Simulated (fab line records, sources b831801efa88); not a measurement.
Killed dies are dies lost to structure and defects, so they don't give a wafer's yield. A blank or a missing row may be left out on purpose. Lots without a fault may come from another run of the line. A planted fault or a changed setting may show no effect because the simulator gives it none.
fab line records | flow sky130 | part 1 of 2: steps 1 to 28 of 41
record lots=5 wafers=15 last_day=50
route steps=708 shown CAP2M@609 METAL4@621 VIA4@639
lots that met no fault: from a run of the same line without faults
start_h: hours from the record's first day to the start of the lot's first wafer shown | wait_h: hours since the lot's step before | " the same as in the row above | L1.1+2: a row that stands for several wafers | - no value, or no start given | * or withheld: withheld | < > ~ a bound
route shown NAME@n: a module of which the file shows steps, and the number in the route of the first | usual: mean/standard deviation of fault-free wafers | same: alike in all rows | chamber/n: place in a boat | sites: the reading at each site | _std_site: their standard deviation | _edge_site: outer sites' mean less inner sites' | radius_mm: how far each site lies from the wafer's centre | mask NAME#n: copy n | behind: the tool/chamber that last shaped the wafer | hold: why the lot was held/for how many hours/how that ended | device: the transistor (n, p or np) that didn't switch | end of line: the same wafers' tests at the end of the route | a step without rows: its recipe alone | killed: dies lost to structure and defects at the first sort, not the wafer's yield | map: a wafer's dies, x killed, . not, _ none there
set.NAME: the setting as run; set.NAME@STEP: as run at that earlier step | model.NAME: the simulator's own value behind a step, which no gauge read
lots at some steps of the route; a table a step, a row a wafer
services: from which hour (start_h, from the record's first day; less than 0 if before it) a tool's chamber was out of use, for how many hours, and why
## steps
# step SKY_CAP2M_HMDS_06
# recipe prime_time_s=60 prime_temp_c=120
# columns lot.wafer tool chamber start_h wait_h
L076.2+5+6 litho_track-02 0 959.15 0.1
L079.1+4+5 litho_track-04 0 968.29 0.1
L085.1+5+6 litho_track-04 0 1019.59 0.1
L094.2+5+6 litho_track-01 0 1074.46 0.1
L097.1+3+6 litho_track-04 0 1088.09 0.1
# step SKY_CAP2M_COAT_07
# recipe resist=NOVOLAK spin_rpm=3000 resist_thk_nm=1140
# columns lot.wafer tool chamber start_h wait_h
L076.2+5+6 litho_track-02 0 959.30 0.1
L079.1+4+5 litho_track-04 0 968.44 0.1
L085.1+5+6 litho_track-04 0 1019.74 0.1
L094.2+5+6 litho_track-01 0 1074.61 0.1
L097.1+3+6 litho_track-04 0 1088.24 0.1
# step SKY_CAP2M_SOFTBAKE_08
# recipe temp_c=90 time_s=60 resist=NOVOLAK
# usual heater_power_total_W=56.59/0.048
# columns lot.wafer tool chamber start_h wait_h heater_power_total_W
L076.2 litho_track-02 0 959.45 0.1 56.60
L076.5 " 0 " " 56.65
L076.6 " 0 " " 56.55
L079.1 litho_track-04 0 968.59 0.1 56.62
L079.4 " 0 " " 56.58
L079.5 " 0 " " 56.52
L085.1 litho_track-04 0 1019.89 0.1 56.58
L085.5 " 0 " " 56.62
L085.6 " 0 " " 56.67
L094.2 litho_track-01 0 1074.76 0.1 56.53
L094.5 " 0 " " 56.63
L094.6 " 0 " " 56.59
L097.1 litho_track-04 0 1088.39 0.1 56.52
L097.3 " 0 " " 56.57
L097.6 " 0 " " 56.57
# step SKY_CAP2M_EXPOSE_09
# recipe mask_id=CAP2M na=0.6 source_shape=conventional sigma_outer=0.6 polarization=unpolarized target_cd_nm=1000 dose_mj=159
# columns lot.wafer tool chamber start_h wait_h mask
L076.2+5+6 iline_stepper-01 0 - - CAP2M#0
L079.1+4+5 iline_stepper-01 0 - - CAP2M#0
L085.1+5+6 iline_stepper-02 0 - - CAP2M#0
L094.2+5+6 iline_stepper-02 0 - - CAP2M#0
L097.1+3+6 iline_stepper-02 0 - - CAP2M#0
# step SKY_CAP2M_PEB_10
# recipe temp_c=withheld time_s=* resist=NOVOLAK
# columns lot.wafer tool chamber start_h wait_h
L076.2+5+6 litho_track-04 0 - -
L079.1+4+5 litho_track-04 0 - -
L085.1+5+6 litho_track-02 0 - -
L094.2+5+6 litho_track-01 0 - -
L097.1+3+6 litho_track-02 0 - -
# step SKY_CAP2M_DEVELOP_11
# recipe resist=NOVOLAK developer=TMAH develop_time_s=60 dev_temp_c=23
# columns lot.wafer tool chamber start_h wait_h
L076.2+5+6 litho_track-04 0 970.86 0.1
L079.1+4+5 litho_track-04 0 980.69 0.1
L085.1+5+6 litho_track-02 0 1030.78 0.1
L094.2+5+6 litho_track-01 0 1084.71 0.1
L097.1+3+6 litho_track-02 0 1098.33 0.1
# step SKY_CAP2M_OVL_MEAS_12
# usual CAP2M_OVL=-0.2/1.3
# columns lot.wafer tool chamber start_h wait_h CAP2M_OVL[nm]
L076.2 overlay-01 - 970.99 0.1 -0.9
L076.5 " - " " -2.6
L076.6 " - " " -0.6
L079.1 overlay-02 - 980.84 0.1 -0.2
L079.4 " - " " -0.3
L079.5 " - " " 1.6
L085.1 overlay-02 - 1030.93 0.1 -0.9
L085.5 " - " " -1.1
L085.6 " - " " 0.6
L094.2 overlay-01 - 1084.84 0.1 -1.4
L094.5 " - " " 0.0
L094.6 " - " " 0.3
L097.1 overlay-01 - 1098.48 0.1 -0.4
L097.3 " - " " 1.2
L097.6 " - " " 0.3
# step SKY_CAP2M_METAL_ETCH_13
# recipe target_depth_nm=220 stop_on=SiO2 chemistry=Cl2/BCl3 target=TiN pressure_mtorr=10 icp_w=900 bias_w=48.5 Cl2_flow_sccm=60 bcl3_flow_sccm=30 time_s=62.9
# usual chamber_pressure_mTorr=10.001/0.012 drypump_motor_current_A=5.6/0.45 oes_product_au=0.942/0.0071 throttle_valve_pct=21.901/0.011
# columns lot.wafer tool chamber start_h wait_h chamber_pressure_mTorr drypump_motor_current_A oes_product_au rf_hours_counter_h throttle_valve_pct
L076.2 rie_metal-01 0 971.02 0.0 10.006 5.5 0.938 13 21.893
L076.5 " 1 " " 10.003 5.4 0.941 - 21.887
L076.6 " 0 " " 9.996 5.6 0.944 - 21.906
L079.1 rie_metal-01 1 980.87 0.0 10.013 5.3 0.947 10 21.903
L079.4 " 0 " " 10.004 5.5 0.952 - 21.896
L079.5 " 0 " " 9.988 5.5 0.950 - 21.914
L085.1 rie_metal-03 0 1030.96 0.0 9.991 5.2 0.927 18 21.895
L085.5 " 0 " " 10.002 5.2 0.929 - 21.907
L085.6 " 1 " " 9.994 6.3 0.939 - 21.903
L094.2 rie_metal-01 1 1084.87 0.0 10.017 5.4 0.949 16 21.920
L094.5 " 0 " " 9.987 5.5 0.952 - 21.902
L094.6 " 1 " " 10.000 5.4 0.938 - 21.898
L097.1 rie_metal-01 0 1098.52 0.0 10.016 5.5 0.949 20 21.905
L097.3 " 1 " " 10.007 5.4 0.937 - 21.922
L097.6 " 1 " " 9.999 5.5 0.944 - 21.893
# step SKY_CAP2M_STRIP_14
# recipe chemistry=O2/N2 power_w=1400 pressure_mtorr=1500 platen_temp_c=withheld o2_flow_sccm=3000 n2_flow_sccm=300 overash_fraction=0.5
# usual chamber_pressure_mTorr=1500.2/1.4 drypump_motor_current_A=5.7/0.33 oes_product_au=0.710/0.0042 strip_time_to_endpoint_s=12.67/0.042
# columns lot.wafer tool chamber start_h wait_h chamber_pressure_mTorr drypump_motor_current_A oes_product_au rf_hours_counter_h strip_time_to_endpoint_s
L076.2 plasma_asher-02 1 971.10 0.1 1501.1 5.7 0.715 79 12.66
L076.5 " 1 " " 1500.8 5.8 0.712 - 12.65
L076.6 " 0 " " 1498.5 5.3 0.709 - 12.71
L079.1 plasma_asher-01 1 980.95 0.1 1500.4 5.6 0.709 55 12.60
L079.4 " 1 " " 1498.9 5.6 0.709 - 12.60
L079.5 " 1 " " 1500.7 5.6 0.712 - 12.59
L085.1 plasma_asher-02 0 1031.04 0.1 1502.4 5.3 0.711 84 12.64
L085.5 " 0 " " 1501.5 5.3 0.703 - 12.63
L085.6 " 1 " " 1499.5 5.8 0.708 - 12.61
L094.2 plasma_asher-02 1 1084.94 0.1 1502.4 5.7 0.713 89 12.71
L094.5 " 0 " " 1499.6 5.3 0.705 - 12.72
L094.6 " 1 " " 1499.2 5.7 0.714 - 12.69
L097.1 plasma_asher-04 1 1098.59 0.1 1498.9 6.2 0.708 36 12.66
L097.3 " 1 " " 1501.7 6.2 0.712 - 12.67
L097.6 " 1 " " 1500.6 6.2 0.703 - 12.65
# step SKY_CAP2M_STRIP_15
# recipe chemistry=post_etch_residue_remover time_s=1200 temp_c=72.5
# columns lot.wafer tool chamber start_h wait_h
L076.2+5+6 wet_bench-01 3 971.20 0.1
L079.1+4+5 wet_bench-02 0 981.05 0.1
L085.1+5+6 wet_bench-01 1 1031.14 0.1
L094.2+5+6 wet_bench-01 0 1085.04 0.1
L097.1+3+6 wet_bench-03 0 1098.76 0.1
# step SKY_CAP2M_CLEAN_16
# recipe chemistry=IPA time_s=180 temp_c=25
# columns lot.wafer tool chamber start_h wait_h
L076.2+5+6 wet_bench-03 0 971.54 0.0
L079.1+4+5 wet_bench-02 0 981.39 0.0
L085.1+5+6 wet_bench-02 0 1031.55 0.0
L094.2+5+6 wet_bench-01 0 1085.39 0.0
L097.1+3+6 wet_bench-02 2 1099.11 0.0
# step SKY_CAP2M_CLEAN_17
# recipe chemistry=O3/DIW dry=n2_spin
# columns lot.wafer tool chamber start_h wait_h
L076.2+5+6 wet_bench-01 3 971.60 0.0
L079.1+4+5 wet_bench-03 0 981.45 0.0
L085.1+5+6 wet_bench-03 3 1031.61 0.0
L094.2+5+6 wet_bench-01 2 1085.44 0.0
L097.1+3+6 wet_bench-03 0 1099.18 0.0
# step SKY_METAL4_DEHYDRATE_05
# recipe temp_c=200 time_s=60
# usual heater_power_total_W=160.36/0.13
# columns lot.wafer tool chamber start_h wait_h heater_power_total_W
L076.2 litho_track-04 0 983.61 11.9 160.56
L076.5 " 0 " " 160.22
L076.6 " 0 " " 160.18
L079.1 litho_track-03 0 992.45 10.9 160.22
L079.4 " 0 " " 160.36
L079.5 " 0 " " 160.21
L085.1 litho_track-01 0 1042.28 10.6 160.32
L085.5 " 0 " " 160.52
L085.6 " 0 " " 160.28
L094.2 litho_track-03 0 1095.53 10.0 160.28
L094.5 " 0 " " 160.18
L094.6 " 0 " " 160.51
L097.1 litho_track-01 0 1108.18 8.9 160.34
L097.3 " 0 " " 160.16
L097.6 " 0 " " 160.27
# step SKY_METAL4_HMDS_06
# recipe prime_time_s=60 prime_temp_c=120
# columns lot.wafer tool chamber start_h wait_h
L076.2+5+6 litho_track-04 0 983.76 0.1
L079.1+4+5 litho_track-03 0 992.60 0.1
L085.1+5+6 litho_track-01 0 1042.43 0.1
L094.2+5+6 litho_track-03 0 1095.68 0.1
L097.1+3+6 litho_track-01 0 1108.33 0.1
# step SKY_METAL4_COAT_07
# recipe resist=BARC temp_c=withheld time_s=withheld spin_rpm=3000 resist_thk_nm=60
# columns lot.wafer tool chamber start_h wait_h
L076.2+5+6 litho_track-04 0 983.91 0.1
L079.1+4+5 litho_track-03 0 992.75 0.1
L085.1+5+6 litho_track-01 0 1042.58 0.1
L094.2+5+6 litho_track-03 0 1095.83 0.1
L097.1+3+6 litho_track-01 0 1108.48 0.1
# step SKY_METAL4_COAT_08
# recipe resist=KrF-thick spin_rpm=3000 resist_thk_nm=1140
# columns lot.wafer tool chamber start_h wait_h
L076.2+5+6 litho_track-04 0 - -
L079.1+4+5 litho_track-03 0 - -
L085.1+5+6 litho_track-01 0 - -
L094.2+5+6 litho_track-03 0 - -
L097.1+3+6 litho_track-01 0 - -
# step SKY_METAL4_SOFTBAKE_09
# recipe temp_c=100 time_s=90 resist=KrF-thick
# usual heater_power_total_W=57.38/0.11
# columns lot.wafer tool chamber start_h wait_h heater_power_total_W
L076.2 litho_track-04 0 - - 57.44
L076.5 " 0 " " 57.34
L076.6 " 0 " " 57.51
L079.1 litho_track-03 0 - - 57.18
L079.4 " 0 " " 57.32
L079.5 " 0 " " 57.58
L085.1 litho_track-01 0 - - 57.47
L085.5 " 0 " " 57.41
L085.6 " 0 " " 57.21
L094.2 litho_track-03 0 - - 57.49
L094.5 " 0 " " 57.46
L094.6 " 0 " " 57.31
L097.1 litho_track-01 0 - - 57.33
L097.3 " 0 " " 57.39
L097.6 " 0 " " 57.50
# step SKY_METAL4_EXPOSE_10
# recipe mask_id=MM4 na=0.68 source_shape=annular sigma_inner=0.4 sigma_outer=0.8 target_cd_nm=300 dose_mj=28
# columns lot.wafer tool chamber start_h wait_h mask
L076.2+5+6 krf_scanner-01 0 - - MM4#0
L079.1+4+5 krf_scanner-01 0 - - MM4#0
L085.1+5+6 krf_scanner-01 0 - - MM4#0
L094.2+5+6 krf_scanner-02 0 - - MM4#0
L097.1+3+6 krf_scanner-02 0 - - MM4#0
# step SKY_METAL4_PEB_11
# recipe peb_temp_c=withheld peb_time_s=withheld resist=KrF-thick
# columns lot.wafer tool chamber start_h wait_h
L076.2+5+6 litho_track-01 0 - -
L079.1+4+5 litho_track-03 0 - -
L085.1+5+6 litho_track-04 0 - -
L094.2+5+6 litho_track-01 0 - -
L097.1+3+6 litho_track-03 0 - -
# step SKY_METAL4_DEVELOP_12
# recipe develop_time_s=60 resist=KrF-thick dev_temp_c=21
# columns lot.wafer tool chamber start_h wait_h
L076.2+5+6 litho_track-01 0 - -
L079.1+4+5 litho_track-03 0 - -
L085.1+5+6 litho_track-04 0 - -
L094.2+5+6 litho_track-01 0 - -
L097.1+3+6 litho_track-03 0 - -
# step SKY_METAL4_CD_MEAS_13
# recipe target_cd_nm=300
# usual cd_nm=300.5/1.5
# columns lot.wafer tool chamber start_h wait_h cd_nm
L076.2 cd_sem-02 - 995.90 - 302.2
L076.5 " - " " 302.5
L076.6 " - " " 300.9
L079.1 cd_sem-02 - 1005.05 - 299.8
L079.4 " - " " 300.8
L079.5 " - " " 301.4
L085.1 cd_sem-02 - 1053.69 - 299.8
L085.5 " - " " 300.6
L085.6 " - " " 300.7
L094.2 cd_sem-01 - 1105.85 - 300.5
L094.5 " - " " 300.5
L094.6 " - " " 300.6
L097.1 cd_sem-01 - 1118.95 - 302.1
L097.3 " - " " 301.4
L097.6 " - " " 302.3
# step SKY_METAL4_OVL_MEAS_14
# usual METAL4_OVL=-4/6.1
# columns lot.wafer tool chamber start_h wait_h METAL4_OVL[nm]
L076.2 overlay-02 - 996.01 0.1 -6
L076.5 " - " " -2
L076.6 " - " " -6
L079.1 overlay-02 - 1005.17 0.1 -8
L079.4 " - " " -5
L079.5 " - " " -7
L085.1 overlay-02 - 1053.81 0.1 -4
L085.5 " - " " -5
L085.6 " - " " 5
L094.2 overlay-01 - 1105.96 0.1 -8
L094.5 " - " " -5
L094.6 " - " " -6
L097.1 overlay-02 - 1119.07 0.1 -5
L097.3 " - " " -1
L097.6 " - " " -5
# step SKY_METAL4_DESCUM_15
# recipe chemistry=O2 source_power_w=150 bias_power_w=0 pressure_mtorr=10 temp_c=40 time_s=8
# usual chamber_pressure_mTorr=9.999/0.0093 drypump_motor_current_A=5.7/0.65 oes_product_au=0.999/0.0072
# columns lot.wafer tool chamber start_h wait_h chamber_pressure_mTorr drypump_motor_current_A oes_product_au rf_hours_counter_h
L076.2 rie_metal-03 1 996.04 0.0 10.010 6.3 0.997 19
L076.5 " 0 " " 10.013 5.2 0.997 -
L076.6 " 1 " " 9.995 6.3 0.996 -
L079.1 rie_metal-03 1 1005.21 0.0 9.989 6.3 1.004 19
L079.4 " 0 " " 10.019 5.2 0.991 -
L079.5 " 1 " " 9.986 6.3 0.995 -
L085.1 rie_metal-02 0 1053.84 0.0 10.017 5.4 1.007 6
L085.5 " 1 " " 10.006 4.8 0.999 -
L085.6 " 0 " " 10.004 5.4 0.998 -
L094.2 rie_metal-04 0 1105.99 0.0 10.001 6.6 1.004 6
L094.5 " 0 " " 10.009 6.6 0.984 -
L094.6 " 1 " " 9.999 5.3 0.998 -
L097.1 rie_metal-04 1 1119.11 0.0 9.993 5.3 1.011 24
L097.3 " 1 " " 9.984 5.3 1.009 -
L097.6 " 1 " " 10.002 5.3 1.011 -
# step SKY_METAL4_ETCH_16
# recipe chemistry=N2/H2 target=BARC ion_energy_ev=200 bias_w=100 pressure_mtorr=30 n2_flow_sccm=100 h2_flow_sccm=200 icp_w=500 stop_on=SiO2 time_s=88.2 target_depth_a=600
# usual chamber_pressure_mTorr=30.001/0.028 drypump_motor_current_A=5.7/0.65 oes_product_au=0.625/0.0054 throttle_valve_pct=13.206/0.0091
# columns lot.wafer tool chamber start_h wait_h chamber_pressure_mTorr drypump_motor_current_A oes_product_au rf_hours_counter_h throttle_valve_pct
L076.2 rie_metal-03 1 996.07 0.0 29.989 6.3 0.622 19 13.207
L076.5 " 0 " " 30.034 5.3 0.627 - 13.209
L076.6 " 1 " " 30.017 6.2 0.627 - 13.189
L079.1 rie_metal-03 1 1005.24 0.0 30.012 6.3 0.618 19 13.214
L079.4 " 0 " " 29.964 5.2 0.631 - 13.203
L079.5 " 1 " " 30.001 6.3 0.627 - 13.210
L085.1 rie_metal-02 0 1053.88 0.0 29.973 5.4 0.630 6 13.216
L085.5 " 1 " " 29.944 4.8 0.611 - 13.196
L085.6 " 0 " " 30.023 5.5 0.627 - 13.209
L094.2 rie_metal-04 0 1106.02 0.0 29.962 6.6 0.619 6 13.210
L094.5 " 0 " " 29.956 6.6 0.625 - 13.195
L094.6 " 1 " " 30.019 5.3 0.615 - 13.207
L097.1 rie_metal-04 1 1119.14 0.0 29.994 5.3 0.632 24 13.201
L097.3 " 1 " " 30.024 5.3 0.623 - 13.200
L097.6 " 1 " " 29.979 5.3 0.623 - 13.215
# step SKY_METAL4_ETCH_17
# recipe target=SiO2 stop_on=TiN chemistry=C4F8/O2/Ar source_w=1500 bias_w=1200 pressure_mtorr=40 c4f8_flow_sccm=withheld O2_flow_sccm=6 Ar_flow_sccm=300 time_s=3.9 target_depth_a=150
# usual chamber_pressure_mTorr=39.99/0.038 oes_product_au=0.755/0.0065
# columns lot.wafer tool chamber start_h wait_h chamber_pressure_mTorr oes_product_au rf_hours_counter_h
L076.2 rie_diel-04 2 996.17 0.1 40.04 0.748 5
L076.5 " 2 " " 39.91 0.753 -
L076.6 " 1 " " 40.08 0.762 -
L079.1 rie_diel-01 1 1005.34 0.1 39.92 0.752 11
L079.4 " 3 " " 39.97 0.767 6
L079.5 " 1 " " 39.99 0.760 -
L085.1 rie_diel-04 1 1053.97 0.1 39.94 0.746 13
L085.5 " 1 " " 40.03 0.752 -
L085.6 " 2 " " 40.05 0.761 -
L094.2 rie_diel-03 3 1106.12 0.1 39.99 0.758 17
L094.5 " 3 " " 39.97 0.755 -
L094.6 " 1 " " 39.97 0.766 -
L097.1 rie_diel-04 2 1119.24 0.1 39.92 0.737 9
L097.3 " 1 " " 39.94 0.747 14
L097.6 " 2 " " 40.01 0.758 -
# step SKY_METAL4_METAL_ETCH_18
# recipe target_depth_a=8450 stop_on=SiO2 over_etch_frac=0.3 time_s=183.1 chemistry=Cl2/BCl3 resist_sidewall_deg=88 pressure_mtorr=10 icp_w=900 bias_w=48.5 Cl2_flow_sccm=60 bcl3_flow_sccm=30
# usual chamber_pressure_mTorr=10.000/0.0083 drypump_motor_current_A=5.6/0.57 oes_product_au=0.866/0.0056 throttle_valve_pct=22.264/0.0089
# columns lot.wafer tool chamber start_h wait_h chamber_pressure_mTorr drypump_motor_current_A oes_product_au rf_hours_counter_h throttle_valve_pct
L076.2 rie_metal-04 1 996.24 0.1 10.004 5.3 0.870 - 22.266
L076.5 " 1 " " 10.004 5.3 0.866 - 22.266
L076.6 " 1 " " 9.994 5.3 0.862 - 22.248
L079.1 rie_metal-02 1 1005.36 0.0 9.999 4.8 0.859 21 22.267
L079.4 " 0 " " 9.997 5.4 0.865 - 22.270
L079.5 " 1 " " 9.994 4.8 0.858 - 22.254
L085.1 rie_metal-04 0 1053.99 0.0 10.007 6.6 0.859 3 22.263
L085.5 " 1 " " 9.997 5.3 0.859 - 22.268
L085.6 " 0 " " 9.999 6.6 0.859 - 22.272
L094.2 rie_metal-02 0 1106.14 0.0 10.001 5.4 0.863 12 22.255
L094.5 " 0 " " 9.999 5.4 0.871 - 22.253
L094.6 " 1 " " 10.000 4.8 0.865 - 22.255
L097.1 rie_metal-03 1 1119.26 0.0 10.004 6.3 0.870 2 22.273
L097.3 " 1 " " 9.997 6.2 0.869 - 22.261
L097.6 " 1 " " 10.010 6.2 0.875 - 22.273
# step SKY_METAL4_STRIP_19
# recipe chemistry=O2/N2 power_w=1400 pressure_mtorr=1500 platen_temp_c=withheld o2_flow_sccm=3000 n2_flow_sccm=300 overash_fraction=0.5
# usual chamber_pressure_mTorr=1500.0/1.4 drypump_motor_current_A=5.9/0.47 oes_product_au=0.503/0.0051 strip_time_to_endpoint_s=6.56/0.068
# columns lot.wafer tool chamber start_h wait_h chamber_pressure_mTorr drypump_motor_current_A oes_product_au rf_hours_counter_h strip_time_to_endpoint_s
L076.2 plasma_asher-04 1 996.54 0.2 1499.9 6.2 0.496 25 6.46
L076.5 " 1 " " 1497.2 6.2 0.504 - 6.47
L076.6 " 0 " " 1500.9 5.9 0.498 - 6.47
L079.1 plasma_asher-03 1 1005.53 0.1 1500.0 5.5 0.498 117 6.57
L079.4 " 1 " " 1500.2 5.5 0.511 - 6.58
L079.5 " 0 " " 1499.4 6.7 0.504 - 6.59
L085.1 plasma_asher-04 0 1054.17 0.1 1500.8 5.9 0.506 31 6.58
L085.5 " 0 " " 1505.5 5.9 0.501 - 6.45
L085.6 " 1 " " 1499.0 6.2 0.502 - 6.55
L094.2 plasma_asher-04 0 1106.31 0.1 1500.8 5.9 0.503 37 6.59
L094.5 " 1 " " 1500.4 6.2 0.507 - 6.59
L094.6 " 0 " " 1501.2 5.9 0.493 - 6.56
L097.1 plasma_asher-01 1 1119.61 0.3 1499.1 5.6 0.501 69 6.52
L097.3 " 1 " " 1502.5 5.6 0.506 - 6.54
L097.6 " 1 " " 1500.0 5.6 0.500 - 6.52
# step SKY_METAL4_STRIP_20
# recipe chemistry=post_etch_residue_remover time_s=1200 temp_c=72.5
# columns lot.wafer tool chamber start_h wait_h
L076.2+5+6 wet_bench-03 2 996.64 0.1
L079.1+4+5 wet_bench-03 3 1005.63 0.1
L085.1+5+6 wet_bench-02 3 1054.27 0.1
L094.2+5+6 wet_bench-02 3 1106.41 0.1
L097.1+3+6 wet_bench-04 1 1119.71 0.1
